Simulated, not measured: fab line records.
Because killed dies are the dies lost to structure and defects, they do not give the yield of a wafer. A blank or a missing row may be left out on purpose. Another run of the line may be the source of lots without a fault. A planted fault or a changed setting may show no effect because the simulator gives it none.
fab line records :: flow sky130
record:
  lots: 5
  wafers: 15
  last-day: 50
route steps=708 shown LDD_HVP@281 LDD_LDN@289 PAD_OPEN@708
lots that met no fault: taken from a fault-free run of the same line
start-h: hours from the record's opening day to when the first of the lot's shown wafers began :: wait-h: hours since the lot's step before :: " same as the row above :: L1.1+2: one row covering several wafers at once :: - no value, or no start was given :: * or withheld: withheld :: < > ~ a bound
route shown NAME@n: names a module that has steps shown in the file, with the first one's number in the route :: usual: mean and standard deviation over wafers with no fault :: same: alike in all rows :: chamber/n: place in a boat :: sites: the reading at each site :: _std_site: the values' standard deviation :: _edge_site: mean of outer sites minus mean of inner sites :: radius-mm: how far each site lies from the wafer's centre :: mask NAME#n: copy n :: behind: tool/chamber where the wafer was last shaped :: hold: cause of the lot's hold/its duration in hours/its outcome :: device: the n, p or np transistor that did not switch :: end of line: the tests these same wafers got at the end of their route :: a step with no rows: only its recipe :: killed: not the wafer's yield, but the dies lost to structure and defects at the first sort :: map: per-die view of a wafer (x killed, . not killed, _ where there is no die)
set.NAME: the setting as run; set.NAME@STEP: as run at that earlier step :: model.NAME: the simulator's own value behind a step, which no gauge read
certain route steps with their lots: each step a table, each wafer a row
services: when a tool's chamber went out of use (start-h, in hours from the record's first day, below 0 if earlier), for how many hours, and the reason
== steps ==
step: SKY_LDD_HVP_SOFTBAKE_03
recipe:
  temp-c: 90
  time-s: 60
  resist: NOVOLAK
step: SKY_LDD_HVP_EXPOSE_04
recipe:
  mask-id: HVPTM
  na: 0.6
  source-shape: conventional
  sigma-outer: 0.6
  polarization: unpolarized
  target-cd-nm: 700
  dose-mj: 86
step: SKY_LDD_HVP_PEB_05
recipe:
  temp-c: withheld
  time-s: *
  resist: NOVOLAK
step: SKY_LDD_HVP_DEVELOP_06
recipe:
  resist: NOVOLAK
  developer: TMAH
  develop-time-s: 60
  dev-temp-c: 23
step: SKY_LDD_HVP_OVL_MEAS_07
usual:
  LDD_HVP_OVL: 0.7/1.3
lot.wafer: L551.2
tool: overlay-02
chamber: -
start-h: 490.17
wait-h: 0.1
LDD_HVP_OVL[nm]: 1.3

lot.wafer: L551.3
tool: overlay-02
chamber: -
start-h: 490.17
wait-h: 0.1
LDD_HVP_OVL[nm]: 1.7

lot.wafer: L551.6
tool: overlay-02
chamber: -
start-h: 490.17
wait-h: 0.1
LDD_HVP_OVL[nm]: 2.3

lot.wafer: L554.4
tool: overlay-02
chamber: -
start-h: 523.32
wait-h: 0.1
LDD_HVP_OVL[nm]: 1.9

lot.wafer: L554.5
tool: overlay-02
chamber: -
start-h: 523.32
wait-h: 0.1
LDD_HVP_OVL[nm]: 2.3

lot.wafer: L554.6
tool: overlay-02
chamber: -
start-h: 523.32
wait-h: 0.1
LDD_HVP_OVL[nm]: 2.1

lot.wafer: L562.1
tool: overlay-02
chamber: -
start-h: 592.81
wait-h: 0.1
LDD_HVP_OVL[nm]: 1.7

lot.wafer: L562.2
tool: overlay-02
chamber: -
start-h: 592.81
wait-h: 0.1
LDD_HVP_OVL[nm]: 0.6

lot.wafer: L562.5
tool: overlay-02
chamber: -
start-h: 592.81
wait-h: 0.1
LDD_HVP_OVL[nm]: 0.9

lot.wafer: L572.2
tool: overlay-02
chamber: -
start-h: 670.91
wait-h: 0.1
LDD_HVP_OVL[nm]: 2.1

lot.wafer: L572.3
tool: overlay-02
chamber: -
start-h: 670.91
wait-h: 0.1
LDD_HVP_OVL[nm]: -1.5

lot.wafer: L572.6
tool: overlay-02
chamber: -
start-h: 670.91
wait-h: 0.1
LDD_HVP_OVL[nm]: 0.6

lot.wafer: L573.1
tool: overlay-01
chamber: -
start-h: 678.86
wait-h: 0.1
LDD_HVP_OVL[nm]: -0.9

lot.wafer: L573.5
tool: overlay-01
chamber: -
start-h: 678.86
wait-h: 0.1
LDD_HVP_OVL[nm]: -0.8

lot.wafer: L573.6
tool: overlay-01
chamber: -
start-h: 678.86
wait-h: 0.1
LDD_HVP_OVL[nm]: -0.9
step: SKY_LDD_HVP_IMPLANT_08
recipe:
  species: B
  energy-kev: 20.2
  dose-cm2: 1.7e+13
  tilt-deg: 17.9
step: SKY_LDD_HVP_STRIP_09
recipe:
  chemistry: O2/N2
  power-w: 1400
  pressure-mtorr: 1500
  platen-temp-c: withheld
  o2-flow-sccm: 3000
  n2-flow-sccm: 300
  overash-fraction: 0.5
usual:
  drypump-motor-current-A: 5.8/0.5
  oes-product-au: 0.409/0.0046
  strip-time-to-endpoint-s: 4.129/0.015
lot.wafer: L551.2
tool: plasma-asher-02
chamber: 0
start-h: 490.35
wait-h: 0.1
drypump-motor-current-A: 6.2
oes-product-au: 0.409
rf-hours-counter-h: 82
strip-time-to-endpoint-s: 4.108

lot.wafer: L551.3
tool: plasma-asher-02
chamber: 1
start-h: 490.35
wait-h: 0.1
drypump-motor-current-A: 5.8
oes-product-au: 0.415
rf-hours-counter-h: -
strip-time-to-endpoint-s: 4.108

lot.wafer: L551.6
tool: plasma-asher-02
chamber: 0
start-h: 490.35
wait-h: 0.1
drypump-motor-current-A: 6.2
oes-product-au: 0.411
rf-hours-counter-h: -
strip-time-to-endpoint-s: 4.103

lot.wafer: L554.4
tool: plasma-asher-04
chamber: 1
start-h: 523.52
wait-h: 0.1
drypump-motor-current-A: 5.4
oes-product-au: 0.407
rf-hours-counter-h: -
strip-time-to-endpoint-s: 4.123

lot.wafer: L554.5
tool: plasma-asher-04
chamber: 0
start-h: 523.52
wait-h: 0.1
drypump-motor-current-A: 6.4
oes-product-au: 0.405
rf-hours-counter-h: -
strip-time-to-endpoint-s: 4.132

lot.wafer: L554.6
tool: plasma-asher-04
chamber: 1
start-h: 523.52
wait-h: 0.1
drypump-motor-current-A: 5.5
oes-product-au: 0.410
rf-hours-counter-h: -
strip-time-to-endpoint-s: 4.123

lot.wafer: L562.1
tool: plasma-asher-03
chamber: 0
start-h: 593.00
wait-h: 0.1
drypump-motor-current-A: 5.7
oes-product-au: 0.404
rf-hours-counter-h: 48
strip-time-to-endpoint-s: 4.099

lot.wafer: L562.2
tool: plasma-asher-03
chamber: 1
start-h: 593.00
wait-h: 0.1
drypump-motor-current-A: 4.7
oes-product-au: 0.403
rf-hours-counter-h: 48
strip-time-to-endpoint-s: 4.121

lot.wafer: L562.5
tool: plasma-asher-03
chamber: 1
start-h: 593.00
wait-h: 0.1
drypump-motor-current-A: 4.7
oes-product-au: 0.408
rf-hours-counter-h: -
strip-time-to-endpoint-s: 4.113

lot.wafer: L572.2
tool: plasma-asher-04
chamber: 0
start-h: 671.09
wait-h: 0.1
drypump-motor-current-A: 6.3
oes-product-au: 0.410
rf-hours-counter-h: 80
strip-time-to-endpoint-s: 4.142

lot.wafer: L572.3
tool: plasma-asher-04
chamber: 0
start-h: 671.09
wait-h: 0.1
drypump-motor-current-A: 6.3
oes-product-au: 0.415
rf-hours-counter-h: -
strip-time-to-endpoint-s: 4.134

lot.wafer: L572.6
tool: plasma-asher-04
chamber: 1
start-h: 671.09
wait-h: 0.1
drypump-motor-current-A: 5.4
oes-product-au: 0.401
rf-hours-counter-h: -
strip-time-to-endpoint-s: 4.133

lot.wafer: L573.1
tool: plasma-asher-04
chamber: 1
start-h: 679.05
wait-h: 0.1
drypump-motor-current-A: 5.4
oes-product-au: 0.410
rf-hours-counter-h: 81
strip-time-to-endpoint-s: 4.110

lot.wafer: L573.5
tool: plasma-asher-04
chamber: 0
start-h: 679.05
wait-h: 0.1
drypump-motor-current-A: 6.3
oes-product-au: 0.404
rf-hours-counter-h: -
strip-time-to-endpoint-s: 4.110

lot.wafer: L573.6
tool: plasma-asher-04
chamber: 1
start-h: 679.05
wait-h: 0.1
drypump-motor-current-A: 5.5
oes-product-au: 0.409
rf-hours-counter-h: -
strip-time-to-endpoint-s: 4.134
step: SKY_LDD_HVP_TW_MEAS_10
usual:
  LDD_HVP_TW: 456.8/2.6
lot.wafer: L551.2
tool: film-metro-04
chamber: -
start-h: 490.46
wait-h: 0.1
LDD_HVP_TW: 459.8

lot.wafer: L551.3
tool: film-metro-04
chamber: -
start-h: 490.46
wait-h: 0.1
LDD_HVP_TW: 457.7

lot.wafer: L551.6
tool: film-metro-04
chamber: -
start-h: 490.46
wait-h: 0.1
LDD_HVP_TW: 457.6

lot.wafer: L554.4
tool: film-metro-01
chamber: -
start-h: 523.62
wait-h: 0.1
LDD_HVP_TW: 456.1

lot.wafer: L554.5
tool: film-metro-01
chamber: -
start-h: 523.62
wait-h: 0.1
LDD_HVP_TW: 456.2

lot.wafer: L554.6
tool: film-metro-01
chamber: -
start-h: 523.62
wait-h: 0.1
LDD_HVP_TW: 456.4

lot.wafer: L562.1
tool: film-metro-01
chamber: -
start-h: 593.10
wait-h: 0.1
LDD_HVP_TW: 456.2

lot.wafer: L562.2
tool: film-metro-01
chamber: -
start-h: 593.10
wait-h: 0.1
LDD_HVP_TW: 455.4

lot.wafer: L562.5
tool: film-metro-01
chamber: -
start-h: 593.10
wait-h: 0.1
LDD_HVP_TW: 454.7

lot.wafer: L572.2
tool: film-metro-04
chamber: -
start-h: 671.20
wait-h: 0.1
LDD_HVP_TW: 459.3

lot.wafer: L572.3
tool: film-metro-04
chamber: -
start-h: 671.20
wait-h: 0.1
LDD_HVP_TW: 460.2

lot.wafer: L572.6
tool: film-metro-04
chamber: -
start-h: 671.20
wait-h: 0.1
LDD_HVP_TW: 459.1

lot.wafer: L573.1
tool: film-metro-01
chamber: -
start-h: 679.15
wait-h: 0.1
LDD_HVP_TW: 460.5

lot.wafer: L573.5
tool: film-metro-01
chamber: -
start-h: 679.15
wait-h: 0.1
LDD_HVP_TW: 458.2

lot.wafer: L573.6
tool: film-metro-01
chamber: -
start-h: 679.15
wait-h: 0.1
LDD_HVP_TW: 458.5
step: SKY_LDD_LDN_DEHYDRATE_00
recipe:
  temp-c: 200
  time-s: 60
step: SKY_LDD_LDN_HMDS_01
recipe:
  prime-time-s: 60
  prime-temp-c: 120
step: SKY_LDD_LDN_COAT_02
recipe:
  resist: NOVOLAK
  spin-rpm: 3000
  resist-thk-nm: 1140
step: SKY_LDD_LDN_SOFTBAKE_03
recipe:
  temp-c: 90
  time-s: 60
  resist: NOVOLAK
step: SKY_LDD_LDN_EXPOSE_04
recipe:
  mask-id: LDNTM
  na: 0.6
  source-shape: conventional
  sigma-outer: 0.6
  polarization: unpolarized
  target-cd-nm: 700
  dose-mj: 140
lot.wafer: L551.2+3+6
tool: iline-stepper-01
chamber: 0
start-h: 505.73
wait-h: -
mask: LDNTM#0

lot.wafer: L554.4+5+6
tool: iline-stepper-02
chamber: 0
start-h: 538.54
wait-h: -
mask: LDNTM#0

lot.wafer: L562.1+2+5
tool: iline-stepper-02
chamber: 0
start-h: 607.86
wait-h: -
mask: LDNTM_R1#0

lot.wafer: L572.2+3+6
tool: iline-stepper-01
chamber: 0
start-h: 684.36
wait-h: -
mask: LDNTM#0

lot.wafer: L573.1+5+6
tool: iline-stepper-02
chamber: 0
start-h: 692.34
wait-h: -
mask: LDNTM#0
step: SKY_LDD_LDN_PEB_05
recipe:
  temp-c: withheld
  time-s: *
  resist: NOVOLAK
step: SKY_PAD_OPEN_PROBE_99
usual:
  killed_at_M0_to_M3: 43/6.9
  killed_at_M4_up: 3.2/2
  killed-at-contacts: 25/5.1
  killed-at-front-end: 15/4.5
  killed-at-other: 0.2/0.51
  killed-dies: 85/9.5
  killed-open: 48/6.9
  killed-short: 38/6.7
same:
  gross-dies: 492
  killed-at-back-side: 0
lot.wafer: L551.2
tool: prober-02
chamber: -
start-h: 1070.20
wait-h: 0.1
hold: -
killed_at_M0_to_M3: 40
killed_at_M4_up: 5
killed-at-contacts: 19
killed-at-front-end: 13
killed-at-other: 0
killed-dies: 77
killed-open: 46
killed-short: 31

lot.wafer: L551.3
tool: prober-02
chamber: -
start-h: 1070.25
wait-h: 0.2
hold: -
killed_at_M0_to_M3: 50
killed_at_M4_up: 1
killed-at-contacts: 21
killed-at-front-end: 16
killed-at-other: 1
killed-dies: 89
killed-open: 50
killed-short: 39

lot.wafer: L551.6
tool: prober-02
chamber: -
start-h: 1070.40
wait-h: 0.2
hold: -
killed_at_M0_to_M3: 47
killed_at_M4_up: 4
killed-at-contacts: 31
killed-at-front-end: 15
killed-at-other: 0
killed-dies: 97
killed-open: 46
killed-short: 51

lot.wafer: L554.4
tool: prober-01
chamber: -
start-h: 1094.10
wait-h: 0.2
hold: -
killed_at_M0_to_M3: 35
killed_at_M4_up: 4
killed-at-contacts: 22
killed-at-front-end: 11
killed-at-other: 0
killed-dies: 72
killed-open: 38
killed-short: 34

lot.wafer: L554.5
tool: prober-01
chamber: -
start-h: 1094.15
wait-h: 0.2
hold: -
killed_at_M0_to_M3: 50
killed_at_M4_up: 5
killed-at-contacts: 25
killed-at-front-end: 12
killed-at-other: 0
killed-dies: 92
killed-open: 42
killed-short: 50

lot.wafer: L554.6
tool: prober-01
chamber: -
start-h: 1094.20
wait-h: 0.2
hold: -
killed_at_M0_to_M3: 44
killed_at_M4_up: 2
killed-at-contacts: 28
killed-at-front-end: 20
killed-at-other: 1
killed-dies: 95
killed-open: 49
killed-short: 46

lot.wafer: L562.1
tool: prober-01
chamber: -
start-h: 1139.34
wait-h: 0.1
hold: await-dispo/4.4h/release
killed_at_M0_to_M3: 50
killed_at_M4_up: 3
killed-at-contacts: 29
killed-at-front-end: 91
killed-at-other: 0
killed-dies: 173
killed-open: 62
killed-short: 40

lot.wafer: L562.2
tool: prober-01
chamber: -
start-h: 1139.39
wait-h: 0.1
hold: await-dispo/4.4h/release
killed_at_M0_to_M3: 45
killed_at_M4_up: 9
killed-at-contacts: 18
killed-at-front-end: 105
killed-at-other: 0
killed-dies: 177
killed-open: 48
killed-short: 46

lot.wafer: L562.5
tool: prober-01
chamber: -
start-h: 1139.54
wait-h: 0.2
hold: await-dispo/4.4h/release
killed_at_M0_to_M3: 60
killed_at_M4_up: 4
killed-at-contacts: 33
killed-at-front-end: 104
killed-at-other: 0
killed-dies: 201
killed-open: 71
killed-short: 48

lot.wafer: L572.2
tool: prober-01
chamber: -
start-h: 1187.33
wait-h: 0.1
hold: -
killed_at_M0_to_M3: 45
killed_at_M4_up: 2
killed-at-contacts: 29
killed-at-front-end: 17
killed-at-other: 0
killed-dies: 93
killed-open: 54
killed-short: 39

lot.wafer: L572.3
tool: prober-01
chamber: -
start-h: 1187.38
wait-h: 0.2
hold: -
killed_at_M0_to_M3: 35
killed_at_M4_up: 3
killed-at-contacts: 26
killed-at-front-end: 20
killed-at-other: 0
killed-dies: 84
killed-open: 51
killed-short: 33

lot.wafer: L572.6
tool: prober-01
chamber: -
start-h: 1187.53
wait-h: 0.2
hold: -
killed_at_M0_to_M3: 48
killed_at_M4_up: 3
killed-at-contacts: 28
killed-at-front-end: 8
killed-at-other: 0
killed-dies: 87
killed-open: 46
killed-short: 41

lot.wafer: L573.1
tool: prober-02
chamber: -
start-h: 1192.80
wait-h: 0.1
hold: -
killed_at_M0_to_M3: 42
killed_at_M4_up: 2
killed-at-contacts: 17
killed-at-front-end: 16
killed-at-other: 0
killed-dies: 77
killed-open: 45
killed-short: 32

lot.wafer: L573.5
tool: prober-02
chamber: -
start-h: 1193.00
wait-h: 0.2
hold: -
killed_at_M0_to_M3: 42
killed_at_M4_up: 0
killed-at-contacts: 28
killed-at-front-end: 20
killed-at-other: 1
killed-dies: 91
killed-open: 52
killed-short: 39

lot.wafer: L573.6
tool: prober-02
chamber: -
start-h: 1193.05
wait-h: 0.2
hold: -
killed_at_M0_to_M3: 42
killed_at_M4_up: 1
killed-at-contacts: 17
killed-at-front-end: 24
killed-at-other: 0
killed-dies: 84
killed-open: 46
killed-short: 38
killed by level:class
L551.2 VIA3:geometric-particle:open=8 VIA1:geometric-particle:open=8 CONTACT:geometric-particle:open=7 VIA2:geometric-particle:open=7 CONTACT:geometric-particle:short=6 VIA3:geometric-particle:short=4 FIELD_ISO:geometric-particle:open=3 FIELD_ISO:geometric-particle:short=3
L551.3 VIA3:geometric-particle:open=10 VIA1:geometric-particle:open=9 METAL1:geometric-particle:short=8 LI_CONTACT:geometric-particle:open=7 VIA1:geometric-particle:short=7 CONTACT:geometric-particle:open=6 VIA2:geometric-particle:open=5 FIELD_ISO:geometric-particle:open=4
L551.6 VIA1:geometric-particle:open=12 VIA3:geometric-particle:open=10 VIA1:geometric-particle:short=9 LI_CONTACT:geometric-particle:short=8 CONTACT:geometric-particle:short=7 FIELD_ISO:geometric-particle:open=6 LI_CONTACT:geometric-particle:open=6 CONTACT:geometric-particle:open=6
L554.4 LI_CONTACT:geometric-particle:open=8 VIA1:geometric-particle:open=7 CONTACT:geometric-particle:open=5 VIA2:geometric-particle:open=5 POLY_GATE:geometric-particle:open=4 CONTACT:geometric-particle:short=4 METAL3:geometric-particle:short=4 VIA1:geometric-particle:short=4
L554.5 METAL1:geometric-particle:short=10 VIA2:geometric-particle:open=9 CONTACT:geometric-particle:open=8 VIA1:geometric-particle:open=8 LOCAL_INTERCONNECT:geometric-particle:short=7 VIA3:geometric-particle:open=5 LI_CONTACT:geometric-particle:open=5 VIA3:geometric-particle:short=5
L554.6 VIA1:geometric-particle:open=12 CONTACT:geometric-particle:open=11 LI_CONTACT:geometric-particle:open=8 METAL1:geometric-particle:short=7 METAL2:geometric-particle:short=7 POLY_GATE:geometric-particle:short=6 LI_CONTACT:geometric-particle:short=6 FIELD_ISO:geometric-particle:short=4
L562.1 LDD_LDN:area-expose=71 VIA1:geometric-particle:open=15 LI_CONTACT:geometric-particle:open=10 CONTACT:geometric-particle:open=8 METAL2:geometric-particle:short=8 VIA2:geometric-particle:open=8 FIELD_ISO:geometric-particle:open=6 POLY_GATE:geometric-particle:short=6
L562.2 LDD_LDN:area-expose=83 VIA2:geometric-particle:open=8 METAL2:geometric-particle:short=8 VIA1:geometric-particle:open=8 FIELD_ISO:geometric-particle:short=7 POLY_GATE:geometric-particle:open=7 METAL4:geometric-particle:short=7 VIA3:geometric-particle:open=6
L562.5 LDD_LDN:area-expose=82 CONTACT:geometric-particle:open=15 VIA1:geometric-particle:open=13 VIA2:geometric-particle:open=11 LI_CONTACT:geometric-particle:open=7 VIA1:geometric-particle:short=7 VIA3:geometric-particle:short=7 FIELD_ISO:geometric-particle:open=6
L572.2 LI_CONTACT:geometric-particle:open=10 VIA1:geometric-particle:open=9 VIA2:geometric-particle:open=8 METAL2:geometric-particle:short=7 VIA3:geometric-particle:open=7 CONTACT:geometric-particle:short=6 CONTACT:geometric-particle:open=6 POLY_GATE:geometric-particle:open=5
L572.3 CONTACT:geometric-particle:open=11 LI_CONTACT:geometric-particle:open=7 FIELD_ISO:geometric-particle:open=5 POLY_GATE:geometric-particle:short=5 METAL2:geometric-particle:open=5 VIA1:geometric-particle:open=5 VIA2:geometric-particle:short=5 VIA2:geometric-particle:open=5
L572.6 VIA3:geometric-particle:open=10 CONTACT:geometric-particle:open=9 VIA2:geometric-particle:open=9 METAL3:geometric-particle:short=7 CONTACT:geometric-particle:short=7 LI_CONTACT:geometric-particle:open=5 METAL1:geometric-particle:short=5 VIA1:geometric-particle:open=5
L573.1 VIA1:geometric-particle:open=12 VIA2:geometric-particle:open=6 LI_CONTACT:geometric-particle:open=6 CONTACT:geometric-particle:open=5 FIELD_ISO:geometric-particle:open=4 VIA2:geometric-particle:short=4 VIA3:geometric-particle:open=4 METAL2:geometric-particle:short=4
L573.5 LI_CONTACT:geometric-particle:open=8 CONTACT:geometric-particle:open=8 VIA3:geometric-particle:open=7 METAL1:geometric-particle:short=6 METAL2:geometric-particle:short=6 FIELD_ISO:geometric-particle:open=5 POLY_GATE:geometric-particle:short=5 VIA1:geometric-particle:short=5
L573.6 FIELD_ISO:geometric-particle:short=7 METAL2:geometric-particle:short=7 CONTACT:geometric-particle:open=7 VIA1:geometric-particle:open=7 VIA3:geometric-particle:open=6 FIELD_ISO:geometric-particle:open=5 POLY_GATE:geometric-particle:open=4 LI_CONTACT:geometric-particle:open=4
map L562.5 (x killed, . not)
__________x..xx....._________
________......xxx.xx.._______
______x...x...x....xx..._____
_____.........x.........x____
____.....x.xxx..x..xx.....___
___..x......xxxxxx.x......x__
__..x....xxx.x..x.xxx.x....._
_...x.xx.xxxxxxxxx...x.......
_.x....xx.x.xx.xx..xxxxx.x.x.
_.......x.x.x.x..xxx...x.....
_.x..x...xxxxxxxxxxx..x..x...
_.....x.xxxxx.xxx.xxx.x.xx..x
_..x....xx..x.xxxxx.x....xx.x
_x....x...xxxxxxx.....x.....x
_.....x.x.xxxxxxxxx...x.x.xx.
__xx....xxx..xxxx..xx.x.xxx._
___xx...x.xxx..x.x.........__
____.x...xx.x...xx.xxx....___
_____....x..xx..x..x...xx____
______....x.xx..x..x..x._____
________xxxx.......xx._______
__________x.x...x..._________
map L554.6 (x killed, . not)
__________.......xx._________
________.x..x..x...x.x_______
______xxx............x.._____
_____......x..x.xx..x..x.____
____.....xx.x..x......x...___
___.x...............x......__
__.........x........x......._
_.......x....xx......x.xx.x..
_x.......xx........x.....x..x
_......x........xx.x.........
_.........x.x................
_..................xx.....x.x
_x.....x......xx.xx........x.
_x.......x...........x.x.....
_xxx..x.x......x.....x...xxx.
__....x.............x..x...._
___....x.......x.....x.....__
____.x....xx.....xx....x..___
_____x......xx.........xx____
______...x............x._____
________x.........x.x._______
__________..xx.....x_________
== services ==
tool: plasma-asher-03
chamber: -
start-h: 471.92
hours: 1.0
kind: repair

tool: plasma-asher-04
chamber: -
start-h: 490.14
hours: 3.5
kind: repair

tool: plasma-asher-03
chamber: -
start-h: 496.46
hours: 1.6
kind: repair

tool: iline-stepper-02
chamber: -
start-h: 501.20
hours: 7.1
kind: repair

tool: iline-stepper-01
chamber: -
start-h: 535.03
hours: 6.5
kind: repair

tool: iline-stepper-02
chamber: -
start-h: 625.45
hours: 1.7
kind: pm

tool: iline-stepper-01
chamber: -
start-h: 632.63
hours: 1.7
kind: pm

tool: plasma-asher-03
chamber: -
start-h: 647.33
hours: 4.4
kind: repair

tool: plasma-asher-04
chamber: -
start-h: 650.03
hours: 8.3
kind: repair

tool: plasma-asher-03
chamber: -
start-h: 660.19
hours: 2.8
kind: pm

tool: iline-stepper-01
chamber: -
start-h: 674.32
hours: 2.1
kind: pm

tool: iline-stepper-01
chamber: -
start-h: 676.40
hours: -
kind: consumable-replace:lamp

tool: plasma-asher-02
chamber: -
start-h: 680.79
hours: 1.9
kind: repair
== key ==
first-sign:
  step: SKY_LDD_LDN_EXPOSE_04
  reading: mask
  direction: changed
effect:
  step: SKY_PAD_OPEN_PROBE_99
  reading: killed-at-front-end
  direction: up
  sigmas: 19
  usual: 15
  struck: 100
more-kills-born-at:
  SKY_LDD_LDN_EXPOSE_04@iline-stepper-02: 236
met-at SKY_LDD_LDN_EXPOSE_04
struck-wafers L562.1,L562.2,L562.5
tester-left-out L562
onset-between 538.54 607.86
fault:
  kind: wrong-mask
  tool: any
  chamber: -
  onset-h: 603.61
  steps: SKY_LDD_LDN_EXPOSE_04
  aux-copy: LDNTM_R1#0
  cd-offset-nm: 105
  scope: struck-lots-only
tester-left-out: of these lots the tester's yield and bins aren't shown, on N5 and GAA mostly nor the transistor test; their killed dies are dies lost to structure and defects alone, not to doping, threshold or leakage, so they don't give the yield
